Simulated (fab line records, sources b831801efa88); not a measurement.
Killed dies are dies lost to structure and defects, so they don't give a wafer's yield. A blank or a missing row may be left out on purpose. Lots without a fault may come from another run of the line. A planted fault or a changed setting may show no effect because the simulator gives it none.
fab line records | flow sky130
record lots=6 wafers=18 last_day=50
route steps=708 shown METAL2@489 PAD_OPEN@708
lots that met no fault: from a run of the same line without faults
start_h: hours from the record's first day to the start of the lot's first wafer shown | wait_h: hours since the lot's step before | " the same as in the row above | L1.1+2: a row that stands for several wafers | - no value, or no start given | * or withheld: withheld | < > ~ a bound
route shown NAME@n: a module of which the file shows steps, and the number in the route of the first | usual: mean/standard deviation of fault-free wafers | same: alike in all rows | chamber/n: place in a boat | sites: the reading at each site | _std_site: their standard deviation | _edge_site: outer sites' mean less inner sites' | radius_mm: how far each site lies from the wafer's centre | mask NAME#n: copy n | behind: the tool/chamber that last shaped the wafer | hold: why the lot was held/for how many hours/how that ended | device: the transistor (n, p or np) that didn't switch | end of line: the same wafers' tests at the end of the route | a step without rows: its recipe alone | killed: dies lost to structure and defects at the first sort, not the wafer's yield | map: a wafer's dies, x killed, . not, _ none there
set.NAME: the setting as run; set.NAME@STEP: as run at that earlier step | model.NAME: the simulator's own value behind a step, which no gauge read
lots at some steps of the route; a table a step, a row a wafer
services: from which hour (start_h, from the record's first day; less than 0 if before it) a tool's chamber was out of use, for how many hours, and why
## steps
# step SKY_METAL2_THK_MEAS_06
# recipe thk_meas_gauge=xrf reads=AlCu_of_METAL2_SPUTTER_02
# usual METAL2_ALCU_THK=250.8/2.8
# columns lot.wafer tool chamber start_h wait_h METAL2_ALCU_THK[nm]
L635.1 film_metro-03 - 824.45 0.1 245.6
L635.3 " - " " 248.4
L635.5 " - " " 245.6
L636.2 film_metro-03 - 836.11 0.1 252.3
L636.4 " - " " 249.4
L636.5 " - " " 247.3
L642.2 film_metro-03 - 878.06 0.1 248.9
L642.5 " - " " 248.9
L642.6 " - " " 251.5
L643.1 film_metro-03 - 894.16 0.1 247.8
L643.2 " - " " 245.0
L643.4 " - " " 244.1
L649.2 film_metro-02 - 930.16 0.1 250.7
L649.4 " - " " 252.1
L649.6 " - " " 250.9
L651.2 film_metro-02 - 947.35 0.1 254.0
L651.3 " - " " 254.7
L651.4 " - " " 251.5
# step SKY_METAL2_DEHYDRATE_07
# recipe temp_c=200 time_s=60
# step SKY_METAL2_HMDS_08
# recipe prime_time_s=60 prime_temp_c=120
# step SKY_METAL2_COAT_09
# recipe resist=BARC temp_c=withheld time_s=withheld spin_rpm=3000 resist_thk_nm=60
# step SKY_METAL2_COAT_10
# recipe resist=KrF-thick spin_rpm=3000 resist_thk_nm=450
# step SKY_METAL2_SOFTBAKE_11
# recipe temp_c=100 time_s=90 resist=KrF-thick
# step SKY_METAL2_EXPOSE_12
# recipe mask_id=MM2 na=0.8 source_shape=annular sigma_inner=0.55 sigma_outer=0.85 target_cd_nm=140 dose_mj=28
# step SKY_METAL2_PEB_13
# recipe peb_temp_c=withheld peb_time_s=withheld resist=KrF-thick
# step SKY_METAL2_DEVELOP_14
# recipe develop_time_s=60 resist=KrF-thick dev_temp_c=21
# step SKY_METAL2_CD_MEAS_15
# recipe target_cd_nm=140
# usual cd_nm=140.4/2.1
# columns lot.wafer tool chamber start_h wait_h cd_nm
L635.1 cd_sem-01 - 850.66 - 138.1
L635.3 " - " " 138.5
L635.5 " - " " 139.4
L636.2 cd_sem-02 - 861.88 - 139.4
L636.4 " - " " 140.0
L636.5 " - " " 141.5
L642.2 cd_sem-01 - 903.48 - 142.4
L642.5 " - " " 143.0
L642.6 " - " " 140.5
L643.1 cd_sem-02 - 919.21 - 136.0
L643.2 " - " " 137.5
L643.4 " - " " 136.5
L649.2 cd_sem-01 - 954.83 - 140.3
L649.4 " - " " 142.0
L649.6 " - " " 141.3
L651.2 cd_sem-02 - 971.98 - 140.7
L651.3 " - " " 139.3
L651.4 " - " " 141.7
# step SKY_METAL2_OVL_MEAS_16
# usual METAL2_OVL=0/6.2
# columns lot.wafer tool chamber start_h wait_h METAL2_OVL[nm]
L635.1 overlay-02 - 850.78 0.1 6
L635.3 " - " " 6
L635.5 " - " " 12
L636.2 overlay-01 - 861.98 0.1 12
L636.4 " - " " 7
L636.5 " - " " 0
L642.2 overlay-02 - 903.58 0.1 -2
L642.5 " - " " -2
L642.6 " - " " -1
L643.1 overlay-02 - 919.33 0.1 10
L643.2 " - " " 2
L643.4 " - " " 8
L649.2 overlay-02 - 954.93 0.1 15
L649.4 " - " " 10
L649.6 " - " " 10
L651.2 overlay-02 - 972.08 0.1 -14
L651.3 " - " " 2
L651.4 " - " " -12
# step SKY_METAL2_DESCUM_17
# recipe chemistry=O2 source_power_w=150 bias_power_w=0 pressure_mtorr=10 temp_c=40 time_s=8
# usual drypump_motor_current_A=5.7/0.4 oes_product_au=1.000/0.01
# same time_s=8
# columns lot.wafer tool chamber start_h wait_h drypump_motor_current_A oes_product_au rf_hours_counter_h
L635.1 rie_metal-01 1 850.81 0.0 5.5 1.011 10
L635.3 " 1 " " 5.5 1.009 -
L635.5 " 0 " " 5.8 0.986 -
L636.2 rie_metal-02 0 862.01 0.0 5.8 0.985 14
L636.4 " 1 " " 5.7 0.999 -
L636.5 " 1 " " 5.7 1.006 -
L642.2 rie_metal-02 0 903.61 0.0 5.8 0.990 16
L642.5 " 0 " " 5.7 0.992 -
L642.6 " 1 " " 5.7 0.999 -
L643.1 rie_metal-02 0 919.36 0.0 5.8 0.985 17
L643.2 " 0 " " 5.8 0.989 -
L643.4 " 0 " " 5.8 0.987 -
L649.2 rie_metal-01 0 954.96 0.0 5.8 0.989 18
L649.4 " 1 " " 5.5 1.002 -
L649.6 " 0 " " 5.8 0.989 -
L651.2 rie_metal-01 0 972.11 0.0 5.8 0.993 19
L651.3 " 1 " " 5.5 1.005 -
L651.4 " 0 " " 5.8 1.003 -
# step SKY_METAL2_ETCH_18
# recipe chemistry=N2/H2 target=BARC ion_energy_ev=200 bias_w=100 pressure_mtorr=30 n2_flow_sccm=100 h2_flow_sccm=200 icp_w=500 stop_on=SiO2 time_s=45.9 target_depth_a=600
# usual bias_w=100.0/0.32 chamber_pressure_mTorr=30.001/0.03 drypump_motor_current_A=5.8/0.4 oes_product_au=0.854/0.0045 throttle_valve_pct=13.225/0.0092 time_s=45.9/0
# columns lot.wafer tool chamber start_h wait_h bias_w chamber_pressure_mTorr drypump_motor_current_A oes_product_au rf_hours_counter_h throttle_valve_pct time_s model.KrF-thick_of_METAL2_COAT_10.thk_nm
L635.1 rie_metal-01 1 850.84 0.0 100.0 30.026 5.6 0.843 10 13.229 45.9 392.8
L635.3 " 1 " " 99.9 29.984 5.6 0.858 - 13.233 45.9 389.9
L635.5 " 0 " " 99.8 30.002 5.8 0.848 - 13.215 45.9 393.9
L636.2 rie_metal-02 0 862.04 0.0 99.6 30.030 5.8 0.855 14 13.223 45.9 395.9
L636.4 " 1 " " 99.8 29.995 5.7 0.853 - 13.244 45.9 394.9
L636.5 " 1 " " 100.2 30.000 5.7 0.846 - 13.224 45.9 394
L642.2 rie_metal-02 0 903.65 0.0 - - - - - - - 437.4
L642.5 " 0 " " - - - - - - - 439.6
L642.6 " 1 " " - - - - - - - 437.7
L643.1 rie_metal-02 0 919.43 0.1 - - - - - - - 435.7
L643.2 " 0 " " - - - - - - - 434.3
L643.4 " 0 " " - - - - - - - 436.2
L649.2 rie_metal-01 0 955.00 0.0 100.2 29.971 5.8 0.855 18 13.223 45.9 392.7
L649.4 " 1 " " 99.8 29.986 5.5 0.851 - 13.214 45.9 392.9
L649.6 " 0 " " 100.2 30.041 5.8 0.853 - 13.234 45.9 393.2
L651.2 rie_metal-01 0 972.15 0.0 100.6 29.955 5.8 0.841 19 13.224 45.9 393.6
L651.3 " 1 " " 100.1 30.041 5.6 0.850 - 13.235 45.9 391.9
L651.4 " 0 " " 100.1 29.978 5.9 0.849 - 13.221 45.9 392.2
# step SKY_METAL2_METAL_ETCH_19
# recipe target_depth_a=3600 stop_on=SiO2 over_etch_frac=0.3 time_s=78 chemistry=Cl2/BCl3 resist_sidewall_deg=88 pressure_mtorr=10 icp_w=900 bias_w=48.5 Cl2_flow_sccm=60 bcl3_flow_sccm=30
# usual bcl3_flow_sccm=29.99/0.094 bias_w=48.51/0.13 drypump_motor_current_A=5.7/0.4 oes_product_au=0.854/0.0057 throttle_valve_pct=22.265/0.0093
# same time_s=78
# columns lot.wafer tool chamber start_h wait_h bcl3_flow_sccm bias_w drypump_motor_current_A oes_product_au rf_hours_counter_h throttle_valve_pct model.KrF-thick_of_METAL2_COAT_10.thk_nm
L635.1 rie_metal-01 1 850.91 0.0 29.87 48.31 5.5 0.847 10 22.258 153.7
L635.3 " 1 " " 29.89 48.57 5.5 0.854 - 22.258 150.7
L635.5 " 0 " " 29.88 48.27 5.8 0.837 - 22.266 159.7
L636.2 rie_metal-02 0 862.11 0.0 29.89 48.73 5.8 0.846 14 22.252 166.6
L636.4 " 1 " " 30.15 48.44 5.7 0.845 - 22.254 159.5
L636.5 " 1 " " 29.97 48.30 5.7 0.848 - 22.243 159
L642.2 rie_metal-02 0 903.71 0.0 29.88 48.26 5.8 0.368 16 22.269 202.3
L642.5 " 0 " " 29.97 48.30 5.8 0.368 - 22.256 207.1
L642.6 " 1 " " 29.95 48.51 5.7 0.384 - 22.265 199.9
L643.1 rie_metal-02 0 919.55 0.1 30.04 48.66 5.8 0.374 17 22.264 206.1
L643.2 " 0 " " 30.03 48.70 5.8 0.378 - 22.259 207.4
L643.4 " 0 " " 29.83 48.46 5.8 0.370 - 22.263 205.5
L649.2 rie_metal-01 0 955.06 0.0 30.06 48.79 5.8 0.854 18 22.271 160.7
L649.4 " 1 " " 29.95 48.39 5.5 0.862 - 22.275 159.5
L649.6 " 0 " " 30.06 48.66 5.8 0.850 - 22.272 160.7
L651.2 rie_metal-01 0 972.21 0.0 29.86 48.62 5.8 0.865 19 22.258 163.4
L651.3 " 1 " " 29.90 48.41 5.6 0.868 - 22.271 158.4
L651.4 " 0 " " 29.94 48.51 5.8 0.855 - 22.290 160.4
# step SKY_METAL2_STRIP_20
# recipe chemistry=O2/N2 power_w=1400 pressure_mtorr=1500 platen_temp_c=withheld o2_flow_sccm=3000 n2_flow_sccm=300 overash_fraction=0.5
# usual drypump_motor_current_A=6.1/0.47 oes_product_au=0.342/0.0052 strip_time_to_endpoint_s=2.69/0.048
# columns lot.wafer tool chamber start_h wait_h drypump_motor_current_A oes_product_au rf_hours_counter_h strip_time_to_endpoint_s
L635.1 plasma_asher-03 0 851.00 0.1 6.0 0.342 105 2.65
L635.3 " 1 " " 6.3 0.335 - 2.60
L635.5 " 0 " " 6.1 0.348 - 2.71
L636.2 plasma_asher-02 1 862.20 0.1 4.9 0.352 73 2.79
L636.4 " 1 " " 4.9 0.350 - 2.70
L636.5 " 0 " " 6.6 0.340 - 2.69
L642.2 plasma_asher-02 1 903.80 0.1 4.9 0.366 78 3.18
L642.5 " 1 " " 4.8 0.368 - 3.23
L642.6 " 0 " " 6.5 0.358 - 3.17
L643.1 plasma_asher-04 0 919.73 0.1 6.4 0.377 46 3.20
L643.2 " 1 " " 6.4 0.361 46 3.24
L643.4 " 1 " " 6.4 0.356 - 3.19
L649.2 plasma_asher-04 1 955.15 0.1 6.5 0.342 50 2.72
L649.4 " 1 " " 6.4 0.343 - 2.71
L649.6 " 1 " " 6.4 0.355 - 2.72
L651.2 plasma_asher-03 1 972.30 0.1 6.3 0.337 117 2.75
L651.3 " 1 " " 6.3 0.336 - 2.69
L651.4 " 0 " " 6.1 0.347 - 2.70
# step SKY_METAL2_STRIP_21
# recipe chemistry=post_etch_residue_remover time_s=1200 temp_c=72.5
# step SKY_PAD_OPEN_PROBE_99
# usual defect_limited_yield=82.5/1.9 killed_at_M0_to_M3=43/7.6 killed_at_M4_up=2.9/1.7 killed_at_contacts=24/5.5 killed_at_front_end=15/4.2 killed_at_other=0.3/0.52 killed_dies=86/9.4 killed_on_rim=17/4 killed_open=47/7 killed_short=39/6.4 sort_bin_3_pad_short=0.9/0.4 sort_bin_5_function=10.3/1.6 sort_bin_6_memory=6.2/1.1 sort_n_pass=406/9.4 sort_yield_pct=82.5/1.9
# same gross_dies=492 killed_at_back_side=0 sort_bin_4_leakage[%]=0 sort_bin_8_speed[%]=0
# columns lot.wafer tool chamber start_h wait_h defect_limited_yield[%] killed_at_M0_to_M3 killed_at_M4_up killed_at_contacts killed_at_front_end killed_at_other killed_dies killed_on_rim killed_open killed_short sort_bin_3_pad_short[%] sort_bin_5_function[%] sort_bin_6_memory[%] sort_n_pass sort_yield_pct[%]
L635.1 prober-02 - 1100.87 0.1 83.5 45 1 18 16 1 81 15 41 40 0.8 10.4 5.3 411 83.5
L635.3 prober-02 - 1100.97 0.2 83.1 44 1 22 16 0 83 11 35 48 1.2 11.0 4.7 409 83.1
L635.5 prober-02 - 1101.07 0.2 83.7 33 6 21 19 1 80 19 43 37 0.6 10.2 5.5 412 83.7
L636.2 prober-01 - 1108.70 0.1 80.1 44 0 29 25 0 98 24 49 48 1.8 8.9 9.1 394 80.1
L636.4 prober-01 - 1108.80 0.2 80.7 53 1 20 21 0 95 20 57 38 1.0 11.0 7.3 397 80.7
L636.5 prober-01 - 1108.85 0.2 81.1 45 1 24 23 0 93 26 45 48 1.2 11.2 6.5 399 81.1
L642.2 prober-01 - 1143.65 0.1 0 450 1 27 14 0 492 96 51 30 1.0 93.5 5.5 0 0
L642.5 prober-01 - 1143.80 0.2 0 448 4 29 11 0 492 96 51 41 1.0 91.1 7.9 0 0
L642.6 prober-01 - 1143.85 0.2 0 437 3 32 20 0 492 96 56 39 0.6 93.5 5.9 0 0
L643.1 prober-02 - 1151.93 0.1 0 452 6 19 15 0 492 96 30 36 0.8 92.9 6.3 0 0
L643.2 prober-02 - 1151.98 0.1 0 444 3 25 19 1 492 96 43 34 1.0 92.7 6.3 0 0
L643.4 prober-02 - 1152.08 0.2 0 447 2 29 14 0 492 96 46 35 1.4 92.3 6.3 0 0
L649.2 prober-02 - 1179.83 0.1 84.1 42 2 22 12 0 78 14 45 33 1.2 10.0 4.7 414 84.1
L649.4 prober-02 - 1179.93 0.2 83.3 36 2 27 17 0 82 17 47 35 0.8 9.6 6.3 410 83.3
L649.6 prober-02 - 1180.03 0.2 83.3 37 1 32 12 0 82 19 49 33 1.0 7.5 8.1 410 83.3
L651.2 prober-02 - 1190.18 0.1 84.6 34 4 19 19 0 76 10 40 36 0.8 6.5 8.1 416 84.6
L651.3 prober-02 - 1190.23 0.2 84.3 39 2 26 10 0 77 14 43 34 0.6 9.6 5.5 415 84.3
L651.4 prober-02 - 1190.28 0.2 80.9 49 2 23 20 0 94 20 46 48 0.6 11.0 7.5 398 80.9
# killed by level:class
L635.1 VIA1:geometric_particle:open=11 METAL1:geometric_particle:short=8 VIA3:geometric_particle:open=6 METAL2:geometric_particle:short=6 FIELD_ISO:geometric_particle:open=5 CONTACT:geometric_particle:short=5 VIA1:geometric_particle:short=5 FIELD_ISO:geometric_particle:short=4
L635.3 METAL1:geometric_particle:short=10 CONTACT:geometric_particle:open=7 LOCAL_INTERCONNECT:geometric_particle:short=7 METAL2:geometric_particle:short=7 VIA2:geometric_particle:open=6 VIA2:geometric_particle:short=4 POLY_GATE:geometric_particle:open=4 POLY_GATE:geometric_particle:short=4
L635.5 CONTACT:geometric_particle:open=8 METAL1:geometric_particle:short=7 FIELD_ISO:geometric_particle:open=6 VIA3:geometric_particle:open=6 LOCAL_INTERCONNECT:geometric_particle:short=5 CONTACT:geometric_particle:short=5 VIA1:geometric_particle:open=5 VIA2:geometric_particle:open=5
L636.2 CONTACT:geometric_particle:open=11 METAL1:geometric_particle:short=11 VIA1:geometric_particle:open=9 FIELD_ISO:geometric_particle:open=7 LI_CONTACT:geometric_particle:open=7 FIELD_ISO:geometric_particle:short=6 METAL3:geometric_particle:short=6 LOCAL_INTERCONNECT:geometric_particle:short=5
L636.4 VIA1:geometric_particle:open=9 VIA2:geometric_particle:open=9 VIA3:geometric_particle:open=7 POLY_GATE:geometric_particle:short=7 LI_CONTACT:geometric_particle:open=7 POLY_GATE:geometric_particle:open=6 CONTACT:geometric_particle:open=6 METAL2:geometric_particle:short=6
L636.5 VIA1:geometric_particle:open=8 FIELD_ISO:geometric_particle:open=7 CONTACT:geometric_particle:short=6 CONTACT:geometric_particle:open=6 VIA1:geometric_particle:short=6 LOCAL_INTERCONNECT:geometric_particle:short=5 VIA2:geometric_particle:open=5 METAL3:geometric_particle:short=5
L642.2 METAL2:area_etch=411 CONTACT:geometric_particle:open=12 VIA1:geometric_particle:open=10 CONTACT:geometric_particle:short=7 VIA2:geometric_particle:open=7 LI_CONTACT:geometric_particle:open=5 METAL1:geometric_particle:short=5 VIA3:geometric_particle:open=5
L642.5 METAL2:area_etch=400 CONTACT:geometric_particle:open=16 METAL2:geometric_particle:short=9 VIA1:geometric_particle:open=8 VIA3:geometric_particle:open=8 METAL1:geometric_particle:short=7 FIELD_ISO:geometric_particle:open=5 VIA2:geometric_particle:open=5
L642.6 METAL2:area_etch=396 CONTACT:geometric_particle:open=16 VIA1:geometric_particle:open=11 VIA3:geometric_particle:open=9 CONTACT:geometric_particle:short=7 FIELD_ISO:geometric_particle:short=6 VIA2:geometric_particle:open=5 FIELD_ISO:geometric_particle:open=4
L643.1 METAL2:area_etch=422 VIA1:geometric_particle:open=8 CONTACT:geometric_particle:open=7 CONTACT:geometric_particle:short=6 FIELD_ISO:geometric_particle:short=5 POLY_GATE:geometric_particle:short=5 VIA1:geometric_particle:short=4 VIA4:coat_microbubble_printed=4
L643.2 METAL2:area_etch=414 CONTACT:geometric_particle:open=10 LI_CONTACT:geometric_particle:open=7 POLY_GATE:geometric_particle:open=6 VIA3:geometric_particle:open=5 LI_CONTACT:geometric_particle:short=4 VIA1:geometric_particle:open=4 METAL2:geometric_particle:short=4
L643.4 METAL2:area_etch=409 CONTACT:geometric_particle:open=15 VIA1:geometric_particle:open=9 VIA3:geometric_particle:open=6 LI_CONTACT:geometric_particle:open=5 VIA1:geometric_particle:short=5 FIELD_ISO:geometric_particle:open=4 FIELD_ISO:geometric_particle:short=4
L649.2 VIA1:geometric_particle:open=11 CONTACT:geometric_particle:open=11 VIA1:geometric_particle:short=7 VIA3:geometric_particle:open=7 FIELD_ISO:geometric_particle:short=6 LOCAL_INTERCONNECT:geometric_particle:short=5 VIA2:geometric_particle:open=5 LI_CONTACT:geometric_particle:open=4
L649.4 VIA1:geometric_particle:open=10 CONTACT:geometric_particle:open=9 VIA2:geometric_particle:open=7 FIELD_ISO:geometric_particle:short=6 CONTACT:geometric_particle:short=6 LI_CONTACT:geometric_particle:open=5 VIA3:geometric_particle:open=5 FIELD_ISO:geometric_particle:open=4
L649.6 CONTACT:geometric_particle:open=14 VIA1:geometric_particle:open=11 LI_CONTACT:geometric_particle:open=7 VIA3:geometric_particle:short=5 METAL1:geometric_particle:short=5 LOCAL_INTERCONNECT:geometric_particle:short=4 CONTACT:geometric_particle:short=4 VIA1:geometric_particle:short=4
L651.2 VIA1:geometric_particle:open=8 POLY_GATE:geometric_particle:short=7 LI_CONTACT:geometric_particle:open=7 VIA2:geometric_particle:open=7 VIA3:geometric_particle:open=6 FIELD_ISO:geometric_particle:open=4 METAL1:geometric_particle:short=4 VIA1:geometric_particle:short=4
L651.3 CONTACT:geometric_particle:open=13 VIA1:geometric_particle:open=10 METAL2:geometric_particle:short=8 METAL1:geometric_particle:short=6 VIA3:geometric_particle:open=5 FIELD_ISO:geometric_particle:short=4 VIA2:geometric_particle:open=4 LI_CONTACT:geometric_particle:open=3
L651.4 VIA3:geometric_particle:open=9 VIA1:geometric_particle:open=8 LOCAL_INTERCONNECT:geometric_particle:short=6 CONTACT:geometric_particle:short=6 VIA3:geometric_particle:short=6 CONTACT:geometric_particle:open=6 VIA1:geometric_particle:short=6 FIELD_ISO:geometric_particle:open=5
# map L642.2 (x killed, . not)
__________xxxxxxxxxx_________
________xxxxxxxxxxxxxx_______
______xxxxxxxxxxxxxxxxxx_____
_____xxxxxxxxxxxxxxxxxxxx____
____xxxxxxxxxxxxxxxxxxxxxx___
___xxxxxxxxxxxxxxxxxxxxxxxx__
__xxxxxxxxxxxxxxxxxxxxxxxxxx_
_xxxxxxxxxxxxxxxxxxxxxxxxxxxx
_xxxxxxxxxxxxxxxxxxxxxxxxxxxx
_xxxxxxxxxxxxxxxxxxxxxxxxxxxx
_xxxxxxxxxxxxxxxxxxxxxxxxxxxx
_xxxxxxxxxxxxxxxxxxxxxxxxxxxx
_xxxxxxxxxxxxxxxxxxxxxxxxxxxx
_xxxxxxxxxxxxxxxxxxxxxxxxxxxx
_xxxxxxxxxxxxxxxxxxxxxxxxxxxx
__xxxxxxxxxxxxxxxxxxxxxxxxxx_
___xxxxxxxxxxxxxxxxxxxxxxxx__
____xxxxxxxxxxxxxxxxxxxxxx___
_____xxxxxxxxxxxxxxxxxxxx____
______xxxxxxxxxxxxxxxxxx_____
________xxxxxxxxxxxxxx_______
__________xxxxxxxxxx_________
# map L643.1 (x killed, . not)
__________xxxxxxxxxx_________
________xxxxxxxxxxxxxx_______
______xxxxxxxxxxxxxxxxxx_____
_____xxxxxxxxxxxxxxxxxxxx____
____xxxxxxxxxxxxxxxxxxxxxx___
___xxxxxxxxxxxxxxxxxxxxxxxx__
__xxxxxxxxxxxxxxxxxxxxxxxxxx_
_xxxxxxxxxxxxxxxxxxxxxxxxxxxx
_xxxxxxxxxxxxxxxxxxxxxxxxxxxx
_xxxxxxxxxxxxxxxxxxxxxxxxxxxx
_xxxxxxxxxxxxxxxxxxxxxxxxxxxx
_xxxxxxxxxxxxxxxxxxxxxxxxxxxx
_xxxxxxxxxxxxxxxxxxxxxxxxxxxx
_xxxxxxxxxxxxxxxxxxxxxxxxxxxx
_xxxxxxxxxxxxxxxxxxxxxxxxxxxx
__xxxxxxxxxxxxxxxxxxxxxxxxxx_
___xxxxxxxxxxxxxxxxxxxxxxxx__
____xxxxxxxxxxxxxxxxxxxxxx___
_____xxxxxxxxxxxxxxxxxxxx____
______xxxxxxxxxxxxxxxxxx_____
________xxxxxxxxxxxxxx_______
__________xxxxxxxxxx_________
## services
# columns tool chamber start_h hours kind
rie_metal-02 1 909.40 12.3 repair
plasma_asher-03 - 931.66 2.8 pm
rie_metal-02 - 935.83 11.6 repair
rie_metal-01 1 950.22 1.2 repair
plasma_asher-02 - 954.79 4.0 pm
rie_metal-02 - 958.62 2.8 pm
## key
first_sign step=SKY_METAL2_ETCH_18 reading=tool_record direction=missing
effect step=SKY_METAL2_METAL_ETCH_19 reading=oes_product_au direction=down sigmas=84 usual=0.854 struck=0.374
effect step=SKY_METAL2_STRIP_20 reading=strip_time_to_endpoint_s direction=up sigmas=11 usual=* struck=*
effect step=SKY_PAD_OPEN_PROBE_99 reading=killed_at_M0_to_M3 direction=up sigmas=53 usual=43 struck=446
model_effect step=SKY_METAL2_ETCH_18 value=KrF-thick_of_METAL2_COAT_10.thk_nm without=393.9 struck=436.8
model_effect step=SKY_METAL2_METAL_ETCH_19 value=KrF-thick_of_METAL2_COAT_10.thk_nm without=161.8 struck=204.7
more_kills_born_at SKY_METAL2_ETCH_18@rie_metal-02=2452
met_at SKY_METAL2_ETCH_18
struck_wafers L642.2,L642.5,L642.6,L643.1,L643.2,L643.4
later_rows_left_out L642.2,L642.5,L642.6,L643.1,L643.2,L643.4
onset_between 862.04 903.65
fault kind=skipped_step_whole tool=rie_metal-02 chamber=- onset_h=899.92 steps=SKY_METAL2_ETCH_18 scope=struck_lots_only
# later_rows_left_out: the simulator's readings of these wafers behind a module that went badly wrong aren't trusted and aren't shown, but for the sort
